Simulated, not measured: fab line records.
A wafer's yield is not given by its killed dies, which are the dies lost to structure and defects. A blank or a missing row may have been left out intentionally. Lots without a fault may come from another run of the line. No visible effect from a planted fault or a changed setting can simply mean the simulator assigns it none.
fab line records ; flow sky130
[record] lots = 7; wafers = 21; last-day = 50
route steps=708 shown VT_ADJUST_PCH@148 SONOS_TUNNEL@154 PAD_OPEN@708
lots that met no fault: taken from a fault-free run of the same line
start-h: hours from the record's opening day to when the first of the lot's shown wafers began ; wait-h: hours since the lot's step before ; " repeats the value in the row above ; L1.1+2: one row covering several wafers at once ; - no value, or no start was given ; * or withheld: withheld ; < > ~ a bound
route shown NAME@n: NAME is a module with steps in the file, n the number in the route of the first one ; usual: average and standard deviation across the fault-free wafers ; same: alike in all rows ; chamber/n: place in a boat ; sites: each site's reading ; _std_site: the standard deviation of these ; _edge_site: inner sites' mean taken away from outer sites' mean ; radius-mm: for every site, how far away it sits from the centre of the wafer ; mask NAME#n: copy n ; behind: the most recent tool/chamber to have shaped the wafer ; hold: what put the lot on hold/how long, in hours/how the hold closed ; device: the transistor (n, p or np) that didn't switch ; end of line: the tests these same wafers got at the end of their route ; where a step has no rows: the recipe by itself ; killed: not the wafer's yield, but the dies lost to structure and defects at the first sort ; map: a wafer's dies, x killed, . not, _ none there
set.NAME: the setting as run; set.NAME@STEP: as run at that earlier step ; model.NAME: the simulator's own value behind a step, which no gauge read
lots seen at some steps along the route; tables by step, rows by wafer
services: when a tool's chamber went out of use (start-h, in hours from the record's first day, below 0 if earlier), for how many hours, and the reason
[[steps]]
[step SKY_VT_ADJUST_PCH_PEB_05]
[recipe] temp-c = 115; time-s = withheld
[step SKY_VT_ADJUST_PCH_DEVELOP_06]
[recipe] wall-angle-deg = 90; developer = TMAH; develop-time-s = 60; dev-temp-c = 23
[step SKY_VT_ADJUST_PCH_OVL_MEAS_07]
[usual] VT_ADJUST_PCH_OVL = -0.1/1.3
lot.wafer;tool;chamber;start-h;wait-h;VT_ADJUST_PCH_OVL[nm]
L506.2;overlay-01;-;272.92;-;-2.4
L506.4;overlay-01;-;272.92;-;-1.3
L506.6;overlay-01;-;272.92;-;-2.2
L512.2;overlay-01;-;310.02;-;-1.3
L512.3;overlay-01;-;310.02;-;-1.0
L512.5;overlay-01;-;310.02;-;-2.1
L513.3;overlay-01;-;318.49;-;0.4
L513.4;overlay-01;-;318.49;-;-1.6
L513.6;overlay-01;-;318.49;-;0.0
L514.1;overlay-01;-;328.61;-;1.4
L514.2;overlay-01;-;328.61;-;0.1
L514.3;overlay-01;-;328.61;-;-0.5
L519.1;overlay-02;-;382.01;-;-0.2
L519.2;overlay-02;-;382.01;-;0.0
L519.4;overlay-02;-;382.01;-;-0.2
L520.2;overlay-02;-;386.34;-;-0.1
L520.3;overlay-02;-;386.34;-;1.3
L520.4;overlay-02;-;386.34;-;1.5
L522.1;overlay-02;-;393.25;-;-0.6
L522.4;overlay-02;-;393.25;-;-0.9
L522.5;overlay-02;-;393.25;-;-1.3
[step SKY_VT_ADJUST_PCH_IMPLANT_08]
[recipe] species = B; energy-kev = 10; dose-cm2 = 5e+11; tilt-deg = withheld
[step SKY_VT_ADJUST_PCH_STRIP_09]
[recipe] chemistry = O2/N2; power-w = 1400; pressure-mtorr = 1500; platen-temp-c = withheld; o2-flow-sccm = 3000; n2-flow-sccm = 300; overash-fraction = 0.5
[usual] drypump-motor-current-A = 5.60/0.28; oes-product-au = 0.723/0.0045; strip-time-to-endpoint-s = 36.87/0.1
lot.wafer;tool;chamber;start-h;wait-h;drypump-motor-current-A;oes-product-au;rf-hours-counter-h;strip-time-to-endpoint-s
L506.2;plasma-asher-01;0;273.10;0.1;5.52;0.719;59;36.91
L506.4;plasma-asher-01;0;273.10;0.1;5.53;0.721;-;36.76
L506.6;plasma-asher-01;0;273.10;0.1;5.53;0.718;-;36.94
L512.2;plasma-asher-03;1;310.20;0.1;5.90;0.719;63;36.68
L512.3;plasma-asher-03;1;310.20;0.1;5.92;0.720;-;36.67
L512.5;plasma-asher-03;0;310.20;0.1;5.19;0.726;-;36.53
L513.3;plasma-asher-03;1;318.70;0.1;5.91;0.721;-;36.99
L513.4;plasma-asher-03;0;318.70;0.1;5.21;0.727;-;36.93
L513.6;plasma-asher-03;1;318.70;0.1;5.93;0.720;-;36.85
L514.1;plasma-asher-04;1;328.95;0.2;5.71;0.736;19;36.84
L514.2;plasma-asher-04;0;328.95;0.2;6.09;0.724;19;36.75
L514.3;plasma-asher-04;0;328.95;0.2;6.10;0.720;-;36.85
L519.1;plasma-asher-01;0;382.20;0.1;5.57;0.717;69;36.71
L519.2;plasma-asher-01;1;382.20;0.1;5.46;0.726;69;36.70
L519.4;plasma-asher-01;1;382.20;0.1;5.38;0.730;-;36.75
L520.2;plasma-asher-01;0;386.52;0.1;5.50;0.723;70;36.98
L520.3;plasma-asher-01;0;386.52;0.1;5.52;0.726;-;36.75
L520.4;plasma-asher-01;1;386.52;0.1;5.39;0.728;-;36.96
L522.1;plasma-asher-04;0;393.43;0.1;6.06;0.725;25;36.86
L522.4;plasma-asher-04;0;393.43;0.1;6.12;0.721;-;36.88
L522.5;plasma-asher-04;0;393.43;0.1;6.10;0.725;-;36.93
[step SKY_VT_ADJUST_PCH_TW_MEAS_10]
[usual] VT_ADJUST_PCH_TW = 141.9/1.2
lot.wafer;tool;chamber;start-h;wait-h;VT_ADJUST_PCH_TW
L506.2;film-metro-02;-;273.21;0.1;142.6
L506.4;film-metro-02;-;273.21;0.1;142.3
L506.6;film-metro-02;-;273.21;0.1;142.2
L512.2;film-metro-02;-;310.31;0.1;143.0
L512.3;film-metro-02;-;310.31;0.1;142.4
L512.5;film-metro-02;-;310.31;0.1;142.8
L513.3;film-metro-04;-;318.79;0.1;139.5
L513.4;film-metro-04;-;318.79;0.1;140.5
L513.6;film-metro-04;-;318.79;0.1;139.4
L514.1;film-metro-04;-;329.05;0.1;139.7
L514.2;film-metro-04;-;329.05;0.1;139.2
L514.3;film-metro-04;-;329.05;0.1;140.1
L519.1;film-metro-04;-;382.30;0.1;140.4
L519.2;film-metro-04;-;382.30;0.1;140.3
L519.4;film-metro-04;-;382.30;0.1;140.2
L520.2;film-metro-04;-;386.63;0.1;140.7
L520.3;film-metro-04;-;386.63;0.1;141.1
L520.4;film-metro-04;-;386.63;0.1;140.3
L522.1;film-metro-03;-;393.53;0.1;141.8
L522.4;film-metro-03;-;393.53;0.1;142.4
L522.5;film-metro-03;-;393.53;0.1;141.8
[step SKY_SONOS_TUNNEL_DEHYDRATE_00]
[recipe] temp-c = 200; time-s = 60
[step SKY_SONOS_TUNNEL_HMDS_01]
[recipe] prime-time-s = 60; prime-temp-c = 120
[step SKY_SONOS_TUNNEL_COAT_02]
[recipe] resist = NOVOLAK; spin-rpm = 3000; resist-thk-nm = 1140
[step SKY_SONOS_TUNNEL_SOFTBAKE_03]
[recipe] temp-c = 90; time-s = 60; resist = NOVOLAK
[step SKY_SONOS_TUNNEL_EXPOSE_04]
[recipe] mask-id = TUNM; na = 0.6; source-shape = conventional; sigma-outer = 0.6; polarization = unpolarized; target-cd-nm = 410; dose-mj = 136
[step SKY_SONOS_TUNNEL_PEB_05]
[recipe] temp-c = withheld; time-s = *; resist = NOVOLAK
[step SKY_SONOS_TUNNEL_DEVELOP_06]
[recipe] resist = NOVOLAK; developer = TMAH; develop-time-s = 60; dev-temp-c = 23
lot.wafer;tool;chamber;start-h;wait-h
L506.2+4+6;litho-track-01;0;298.12;0.1
L512.2+3+5;litho-track-03;0;336.79;0.1
L513.3+4+6;litho-track-03;0;345.21;0.1
L514.1+2+3;litho-track-03;0;355.86;0.1
L519.1+2+4;litho-track-01;0;410.65;0.1
L520.2+3+4;litho-track-03;0;413.84;0.1
L522.1+4+5;litho-track-01;0;423.20;0.1
[step SKY_SONOS_TUNNEL_CD_MEAS_07]
[recipe] target-cd-nm = 410
[usual] cd-nm = 409.8/2.6
lot.wafer;tool;chamber;start-h;wait-h;cd-nm
L506.2;cd-sem-02;-;298.27;0.1;408.7
L506.4;cd-sem-02;-;298.27;0.1;404.5
L506.6;cd-sem-02;-;298.27;0.1;409.6
L512.2;cd-sem-01;-;336.93;0.1;389.9
L512.3;cd-sem-01;-;336.93;0.1;387.8
L512.5;cd-sem-01;-;336.93;0.1;410.0
L513.3;cd-sem-02;-;345.35;0.1;393.9
L513.4;cd-sem-02;-;345.35;0.1;412.7
L513.6;cd-sem-02;-;345.35;0.1;415.0
L514.1;cd-sem-01;-;356.01;0.1;390.6
L514.2;cd-sem-01;-;356.01;0.1;390.7
L514.3;cd-sem-01;-;356.01;0.1;390.2
L519.1;cd-sem-02;-;410.80;0.1;412.2
L519.2;cd-sem-02;-;410.80;0.1;409.3
L519.4;cd-sem-02;-;410.80;0.1;411.7
L520.2;cd-sem-01;-;413.98;0.1;407.5
L520.3;cd-sem-01;-;413.98;0.1;407.1
L520.4;cd-sem-01;-;413.98;0.1;406.8
L522.1;cd-sem-01;-;423.35;0.1;415.1
L522.4;cd-sem-01;-;423.35;0.1;413.9
L522.5;cd-sem-01;-;423.35;0.1;414.7
[step SKY_SONOS_TUNNEL_OVL_MEAS_08]
[usual] SONOS_TUNNEL_OVL = 0.3/1.5
lot.wafer;tool;chamber;start-h;wait-h;SONOS_TUNNEL_OVL[nm]
L506.2;overlay-02;-;298.38;0.1;1.5
L506.4;overlay-02;-;298.38;0.1;1.7
L506.6;overlay-02;-;298.38;0.1;2.1
L512.2;overlay-01;-;337.04;0.1;-1.6
L512.3;overlay-01;-;337.04;0.1;-1.3
L512.5;overlay-01;-;337.04;0.1;0.4
L513.3;overlay-01;-;345.45;0.1;-1.5
L513.4;overlay-01;-;345.45;0.1;0.5
L513.6;overlay-01;-;345.45;0.1;-0.5
L514.1;overlay-01;-;356.13;0.1;-0.3
L514.2;overlay-01;-;356.13;0.1;2.3
L514.3;overlay-01;-;356.13;0.1;-0.8
L519.1;overlay-02;-;410.92;0.1;-1.2
L519.2;overlay-02;-;410.92;0.1;-1.7
L519.4;overlay-02;-;410.92;0.1;-0.4
L520.2;overlay-01;-;414.09;0.1;0.1
L520.3;overlay-01;-;414.09;0.1;0.0
L520.4;overlay-01;-;414.09;0.1;0.3
L522.1;overlay-01;-;423.47;0.1;-0.3
L522.4;overlay-01;-;423.47;0.1;-0.5
L522.5;overlay-01;-;423.47;0.1;-0.1
[step SKY_PAD_OPEN_PROBE_99]
[usual] killed_at_M0_to_M3 = 45/6.6; killed_at_M4_up = 3.1/1.6; killed-at-contacts = 24/5; killed-at-front-end = 14/4.4; killed-at-other = 0.3/0.58; killed-dies = 87/9.2; killed-open = 47/6.7; killed-short = 40/6.4
[same] gross-dies = 492; killed-at-back-side = 0
lot.wafer;tool;chamber;start-h;wait-h;killed_at_M0_to_M3;killed_at_M4_up;killed-at-contacts;killed-at-front-end;killed-at-other;killed-dies;killed-open;killed-short
L506.2;prober-01;-;1116.89;0.1;31;5;16;17;0;69;42;27
L506.4;prober-01;-;1116.99;0.2;38;6;28;11;0;83;38;45
L506.6;prober-01;-;1117.09;0.2;45;5;16;16;0;82;43;39
L513.3;prober-02;-;1146.23;0.2;46;4;25;8;0;83;40;43
L513.4;prober-02;-;1146.28;0.2;55;2;20;13;0;90;49;41
L513.6;prober-02;-;1146.38;0.2;44;3;19;16;0;82;40;42
L514.1;prober-01;-;1154.91;0.1;50;2;24;24;0;100;49;51
L522.1;prober-01;-;1193.60;0.1;47;2;25;17;1;92;50;42
// killed by level:class
L506.2 LI_CONTACT:geometric-particle:open=7 CONTACT:geometric-particle:open=7 METAL2:geometric-particle:short=7 FIELD_ISO:geometric-particle:open=6 VIA3:geometric-particle:open=6 FIELD_ISO:geometric-particle:short=4 POLY_GATE:geometric-particle:open=4 VIA2:geometric-particle:open=4
L506.4 VIA1:geometric-particle:open=10 CONTACT:geometric-particle:open=9 VIA1:geometric-particle:short=8 LI_CONTACT:geometric-particle:short=6 LI_CONTACT:geometric-particle:open=6 VIA2:geometric-particle:open=5 METAL4:geometric-particle:short=5 FIELD_ISO:geometric-particle:short=4
L506.6 VIA1:geometric-particle:open=10 FIELD_ISO:geometric-particle:open=7 VIA3:geometric-particle:short=7 VIA3:geometric-particle:open=7 METAL2:geometric-particle:short=6 CONTACT:geometric-particle:short=5 VIA2:geometric-particle:open=5 CONTACT:geometric-particle:open=4
L513.3 VIA1:geometric-particle:open=13 CONTACT:geometric-particle:open=7 LI_CONTACT:geometric-particle:open=6 LOCAL_INTERCONNECT:geometric-particle:short=6 METAL1:geometric-particle:short=6 VIA3:geometric-particle:open=5 VIA1:geometric-particle:short=5 VIA2:geometric-particle:open=5
L513.4 CONTACT:geometric-particle:open=11 VIA2:geometric-particle:open=10 VIA3:geometric-particle:open=9 VIA1:geometric-particle:open=7 METAL3:geometric-particle:short=6 VIA1:geometric-particle:short=5 METAL2:geometric-particle:short=5 FIELD_ISO:geometric-particle:open=4
L513.6 CONTACT:geometric-particle:open=9 METAL2:geometric-particle:short=8 VIA3:geometric-particle:open=7 FIELD_ISO:geometric-particle:open=6 METAL1:geometric-particle:short=6 VIA2:geometric-particle:open=5 VIA1:geometric-particle:short=4 POLY_GATE:geometric-particle:short=4
L514.1 CONTACT:geometric-particle:open=10 VIA1:geometric-particle:open=10 VIA1:geometric-particle:short=8 FIELD_ISO:geometric-particle:short=7 VIA3:geometric-particle:open=6 POLY_GATE:geometric-particle:open=5 METAL1:geometric-particle:short=5 VIA2:geometric-particle:open=5
L522.1 VIA1:geometric-particle:open=14 CONTACT:geometric-particle:open=8 VIA3:geometric-particle:open=7 CONTACT:geometric-particle:short=6 FIELD_ISO:geometric-particle:open=5 LOCAL_INTERCONNECT:geometric-particle:short=5 FIELD_ISO:geometric-particle:short=4 LI_CONTACT:geometric-particle:open=4
[[services]]
tool;chamber;start-h;hours;kind
plasma-asher-01;-;296.79;3.3;repair
plasma-asher-04;-;308.16;14.6;pm
plasma-asher-04;-;397.59;2.8;pm
plasma-asher-04;-;419.93;4.8;repair
plasma-asher-03;-;421.25;9.0;pm
plasma-asher-03;0;421.25;9.0;vent-cycle
plasma-asher-03;1;421.25;9.0;vent-cycle
[[key]]
[first-sign] step = SKY_SONOS_TUNNEL_CD_MEAS_07; reading = cd-nm; direction = down; sigmas = 7.5; usual = 409.8; struck = 390.5
effect none on later readings
met-at SKY_SONOS_TUNNEL_DEVELOP_06
struck-wafers L512.2,L512.3,L513.3,L514.1,L514.2,L514.3
tester-left-out L512,L513,L514
[fault] kind = process-parameter-drift; tool = litho-track-03; chamber = -; onset-h = 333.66; steps = SKY_SONOS_TUNNEL_DEVELOP_06; channel = develop-time-s; offset = *; shape = step; end-h = 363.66; scope = struck-wafers-only; acts-in = *; stated = *
// tester-left-out: of these lots the tester's yield and bins aren't shown, on N5 and GAA mostly nor the transistor test; their killed dies are dies lost to structure and defects alone, not to doping, threshold or leakage, so they don't give the yield
